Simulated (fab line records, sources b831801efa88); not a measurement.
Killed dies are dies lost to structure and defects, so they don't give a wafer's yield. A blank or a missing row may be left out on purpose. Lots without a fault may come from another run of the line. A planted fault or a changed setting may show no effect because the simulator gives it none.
Problem report in the 8D (eight disciplines) form, filled by code | flow gf180mcu | the parts of the form that need people (team, actions taken, sign-off) are left out

1. THE PROBLEM
DUAL_GATE_OXIDATION_00_THK at GF_DUAL_GATE_THK_MEAS_03 reads a mean of 16.94 nm on 6 wafers of 2 lots; wafers without a fault read 10.91 nm with a standard deviation of 0.22. That is +27 standard deviations from the usual mean.
First seen on wafer L666.1, day 10 07:13, on film_metro-03. The record holds 39 wafers of 13 lots with a number at this step. Rule for "out", or "out of limits": more than 4 standard deviations from the usual mean. The other wafers with a number count as sound.

2. WHAT IT IS AND WHAT IT IS NOT
question                    | is                           | is not
which readings at this step | DUAL_GATE_OXIDATION_00_THK   | -
which lots                  | L666, L670                   | L657, L659, L660, L661, L663, L664, L665, L677, L678, L679, L680
which wafers of those lots  | all that have a number       | -
read on which gauges        | film_metro-02, film_metro-03 | film_metro-01
when                        | from day 10 07:13            | up to then (21 sound wafers); but 12 sound wafers of L677, L678, L679, L680 came after

3. SUSPECTS, AND WHAT RULES EACH OUT
Counting: a tool at a process step up to the reading stays a suspect if it ran every lot that is out and no sound lot after the first of them.
- the gauge at GF_DUAL_GATE_THK_MEAS_03: ruled out. The wafers that are out were read on 2 gauges (film_metro-02, film_metro-03).
- furnace-01 at GF_DUAL_GATE_OXIDATION_02 (stabilise 600 s, purge 300 s, target thk 10.887 nm): ruled out as a lasting fault. Sound lots L678, L679 ran on it after its first lot that is out, L666 (day 10 05:46).
Left after counting: nothing in the record.

4. THE CAUSE (what the simulator had put in)
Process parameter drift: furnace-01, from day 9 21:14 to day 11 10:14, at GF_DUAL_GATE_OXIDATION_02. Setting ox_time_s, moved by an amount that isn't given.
Counting ruled it out, wrongly: the rule takes a fault to strike every lot that its tool runs from its start on, and this one did not.

5. THE CHAIN OF EFFECTS, in route order
Each row: a reading whose mean over the struck wafers that have a number lies more than 3 standard deviations from the usual. Only readings for which the record gives a usual standard deviation are gone through. hours: the time from each lot's start at the first step in this table that gives one to its start at this step, as a median over the lots. sigmas: the change in usual standard deviations.
hours | step                     | reading                    | usual    | on struck wafers | change | sigmas
0     | GF_DUAL_GATE_THK_MEAS_03 | DUAL_GATE_OXIDATION_00_THK | 10.91 nm | 16.94            | +6.03  | +27
Later measuring or inspecting steps at which every struck wafer that the step has a row for has a number for every such reading, and none has moved that far: GF_DUAL_GATE_OVL_MEAS_11.

6. WHAT WOULD HAVE CAUGHT IT SOONER
In this record the first reading out of limits at a measuring or inspecting step was taken at day 10 07:13, 10 hours after the fault began at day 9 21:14.
Of the tool readings at GF_DUAL_GATE_OXIDATION_02 for which the record gives a usual standard deviation, none was out on any struck wafer, so an alarm limit of 4 standard deviations on them would not have fired.
